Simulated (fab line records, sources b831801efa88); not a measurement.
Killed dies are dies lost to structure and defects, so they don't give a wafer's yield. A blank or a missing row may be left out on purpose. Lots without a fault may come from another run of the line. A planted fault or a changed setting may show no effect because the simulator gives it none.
Which tool did it? | flow gf180mcu | 13 lots, 39 wafers sampled, at 5 steps of a route of 602

WHAT THE GAUGES READ, wafer by wafer
GF_POLY_GATE_THK_MEAS_01. Usual: POLY_GATE_CVD_00_THK 199.6 nm, standard deviation 2.
lot  | measured     | on            | POLY_GATE_CVD_00_THK (nm) | flag
L945 | day 8 11:58  | film_metro-01 | 200.5 201.4 202.3         |
L946 | day 8 15:40  | film_metro-01 | 199.1 199.3 198.9         |
L948 | day 9 16:37  | film_metro-03 | 199.3 199.3 198.1         |
L950 | day 10 00:13 | film_metro-03 | 200.0 199.1 197.9         |
L951 | day 10 07:14 | film_metro-03 | 198.4 198.5 196.8         |
L953 | day 10 19:23 | film_metro-03 | 204.3 205.1 206.2         |
L957 | day 11 22:41 | film_metro-03 | 199.2 200.6 198.6         |
L958 | day 12 06:08 | film_metro-03 | 246.8 247.2 246.5         | OFF
L959 | day 12 23:17 | film_metro-01 | 243.3 243.8 244.4         | OFF
L960 | day 12 22:56 | film_metro-03 | 200.2 199.0 200.0         |
L961 | day 13 03:58 | film_metro-01 | 245.4 245.4 246.2         | OFF
L967 | day 14 18:38 | film_metro-01 | 199.1 199.2 200.0         |
L968 | day 15 00:23 | film_metro-01 | 202.4 202.3 201.2         |

GF_POLY_GATE_CD_MEAS_10: target cd 280 nm. Usual: cd_nm 280.3 nm, standard deviation 1.3.
lot  | measured     | on        | cd_nm (nm)        | flag
L945 | day 9 04:17  | cd_sem-02 | 280.8 279.4 280.4 |
L946 | day 9 08:36  | cd_sem-01 | 281.1 279.8 281.1 |
L948 | day 10 09:23 | cd_sem-01 | 281.8 282.1 281.6 |
L950 | day 10 17:37 | cd_sem-01 | 282.2 282.2 280.4 |
L951 | day 11 01:08 | cd_sem-01 | 282.5 283.7 282.9 |
L953 | day 11 14:31 | cd_sem-01 | 280.0 279.6 280.5 |
L957 | day 12 18:23 | cd_sem-02 | 280.3 280.7 280.6 |
L958 | day 13 01:41 | cd_sem-01 | 280.2 279.5 280.1 |
L959 | day 13 18:52 | cd_sem-02 | 280.4 281.0 279.8 |
L960 | day 13 18:05 | cd_sem-02 | 281.5 280.6 282.1 |
L961 | day 13 23:28 | cd_sem-02 | 279.4 277.8 278.7 |
L967 | day 15 16:17 | cd_sem-02 | 277.9 278.7 278.9 |
L968 | day 15 21:37 | cd_sem-02 | 278.3 279.1 278.9 |

GF_POLY_GATE_OVL_MEAS_11. Usual: POLY_GATE_OVL 4 nm, standard deviation 5.3.
lot  | measured     | on         | POLY_GATE_OVL (nm) | flag
L945 | day 9 04:22  | overlay-02 | 6 -1 -1            |
L946 | day 9 08:41  | overlay-02 | 10 5 2             |
L948 | day 10 09:30 | overlay-01 | 9 6 7              |
L950 | day 10 17:43 | overlay-02 | 5 -4 -4            |
L951 | day 11 01:16 | overlay-01 | 11 7 5             |
L953 | day 11 14:36 | overlay-01 | 6 10 5             |
L957 | day 12 18:29 | overlay-01 | 1 11 8             |
L958 | day 13 01:48 | overlay-01 | 14 7 13            |
L959 | day 13 18:59 | overlay-02 | 1 8 6              |
L960 | day 13 18:12 | overlay-01 | -4 1 -9            |
L961 | day 13 23:35 | overlay-01 | 10 9 18            |
L967 | day 15 16:25 | overlay-01 | -1 4 -2            |
L968 | day 15 21:44 | overlay-01 | 9 9 3              |

GF_HV_LDD_CD_MEAS_19: target cd 400 nm. Usual: cd_nm 399.2 nm, standard deviation 3.
lot  | measured     | on        | cd_nm (nm)        | flag
L945 | day 10 17:55 | cd_sem-01 | 401.4 405.0 400.8 |
L946 | day 10 23:53 | cd_sem-02 | 396.5 396.1 397.4 |
L948 | day 12 02:09 | cd_sem-02 | 397.1 398.7 396.5 |
L950 | day 12 09:07 | cd_sem-02 | 395.3 396.8 397.1 |
L951 | day 12 16:56 | cd_sem-02 | 402.3 401.3 402.0 |
L953 | day 13 06:58 | cd_sem-02 | 401.5 399.6 399.8 |
L957 | day 14 12:24 | cd_sem-01 | 403.1 404.2 402.6 |
L958 | day 14 20:01 | cd_sem-01 | 396.8 398.1 396.5 |
L959 | day 15 15:52 | cd_sem-02 | 399.2 396.5 397.7 |
L960 | day 15 15:00 | cd_sem-01 | 396.6 400.2 397.8 |
L961 | day 15 21:17 | cd_sem-01 | 398.1 396.7 398.2 |
L967 | day 17 16:08 | cd_sem-01 | 398.4 400.5 400.4 |
L968 | day 17 20:38 | cd_sem-02 | 396.2 396.1 395.7 |

WHICH TOOL RAN EACH LOT (tool, then ch and the chambers of the sampled wafers, then the start)
lot  | GF_POLY_GATE_CVD_00
L945 | lpcvd-02 ch 1, day 8 10:37
L946 | lpcvd-01 ch 1, day 8 14:18
L948 | lpcvd-01 ch 0, day 9 15:16
L950 | lpcvd-01 ch 1, day 9 22:52
L951 | lpcvd-01 ch 0, day 10 05:54
L953 | lpcvd-02 ch 0, day 10 17:58
L957 | lpcvd-01 ch 1, day 11 21:21
L958 | lpcvd-01 ch 1, day 12 04:48
L959 | lpcvd-01 ch 1, day 12 20:17
L960 | lpcvd-02 ch 0, day 12 21:35
L961 | lpcvd-01 ch 1, day 13 01:58
L967 | lpcvd-02 ch 0, day 14 17:18
L968 | lpcvd-02 ch 1, day 14 23:03
- GF_POLY_GATE_CVD_00: deposits poly-Si, target thk 200 nm, time 1200 s.

WHAT THE TOOLS THEMSELVES READ (means of the sampled wafers that have a number; where no wafer has one, the mark that the record gives instead)
GF_POLY_GATE_CVD_00. Usual: spike_tc_bottom_C 640.9 C, standard deviation 1.8; spike_tc_centre_C 620.3 C, standard deviation 1.5; spike_tc_lower_C 621.3 C, standard deviation 1.4; spike_tc_top_C 638.2 C, standard deviation 1; spike_tc_upper_C 620.0 C, standard deviation 0.95; susceptor_temp_C 620.0 C, standard deviation 0.31.
lot  | tool     | spike_tc_bottom_C (C) | spike_tc_centre_C (C) | spike_tc_lower_C (C) | spike_tc_top_C (C) | spike_tc_upper_C (C) | susceptor_temp_C (C) | flag
L945 | lpcvd-02 | 642.9                 | 618.7                 | 623.3                | 637.7              | 620.0                | 620.2                |
L946 | lpcvd-01 | 640.2                 | 620.7                 | 620.4                | 639.0              | 620.1                | 619.8                |
L948 | lpcvd-01 | 640.4                 | 622.6                 | 619.8                | 637.9              | 620.8                | 619.8                |
L950 | lpcvd-01 | 640.2                 | 621.3                 | 621.1                | 638.4              | 619.5                | 620.1                |
L951 | lpcvd-01 | 642.1                 | 621.6                 | 620.6                | 638.7              | 621.3                | 620.0                |
L953 | lpcvd-02 | 639.5                 | 620.5                 | 622.4                | 637.8              | 620.1                | 620.2                |
L957 | lpcvd-01 | 641.4                 | 620.6                 | 620.1                | 638.8              | 619.7                | 620.2                |
L958 | lpcvd-01 | 648.7                 | 629.5                 | 629.5                | 647.4              | 628.5                | 628.9                | OFF
L959 | lpcvd-01 | 649.7                 | 629.7                 | 629.9                | 647.6              | 629.0                | 629.2                | OFF
L960 | lpcvd-02 | 640.3                 | 619.0                 | 621.7                | 636.6              | 618.9                | 620.2                |
L961 | lpcvd-01 | 648.2                 | 629.8                 | 629.7                | 647.5              | 628.9                | 629.0                | OFF
L967 | lpcvd-02 | 639.2                 | 619.6                 | 622.2                | 637.8              | 618.4                | 620.1                |
L968 | lpcvd-02 | 643.7                 | 619.4                 | 622.6                | 637.5              | 619.5                | 620.5                |

THE ANSWER, worked out from the rows above alone
Rule: a lot is off if the mean of its wafers that have a number lies more than 3 standard deviations from the usual mean. A lot without any number at a reading at which 4 lots or more have one is off too. The other lots that the step has rows for count as sound. The gauges are gone through in route order, then the tools' own readings, and for those a lot's mean is taken as printed above. The first step at which some lot is off is used, and at that step the reading that is off furthest; a lot without a number counts as furthest.
Off: L958, L959, L961, at GF_POLY_GATE_THK_MEAS_01 (POLY_GATE_CVD_00_THK).
A tool fits if, at a process step before that reading, it ran every lot that is off, and no sound lot after the first of them. The gauges at GF_POLY_GATE_THK_MEAS_01 aren't tried: what is off there is off at GF_POLY_GATE_CVD_00 too, on other tools, and a gauge's error can't cause that. One fits: lpcvd-01 at GF_POLY_GATE_CVD_00. Its last sound lot is L957 (day 11 21:21), its first lot that is off L958 (day 12 04:48): a fault that began between those two fits.
The tool's own readings at GF_POLY_GATE_CVD_00 bear it out: on the lots that are off they differ by more than 5 times the standard deviation of the sound lots' means. spike_tc_bottom_C reads 648.9 C there against 641.0 C on the sound lots; spike_tc_centre_C reads 629.7 C there against 620.4 C on the sound lots; spike_tc_lower_C reads 629.7 C there against 621.4 C on the sound lots; spike_tc_top_C reads 647.5 C there against 638.0 C on the sound lots; spike_tc_upper_C reads 628.8 C there against 619.8 C on the sound lots; susceptor_temp_C reads 629.0 C there against 620.1 C on the sound lots.

WHAT THE SIMULATOR HAD PUT IN
Process parameter drift: lpcvd-01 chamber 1, from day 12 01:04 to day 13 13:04, at GF_POLY_GATE_CVD_00. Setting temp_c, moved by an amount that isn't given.
Lots struck among those shown: L958, L959, L961. The rule above found the same.
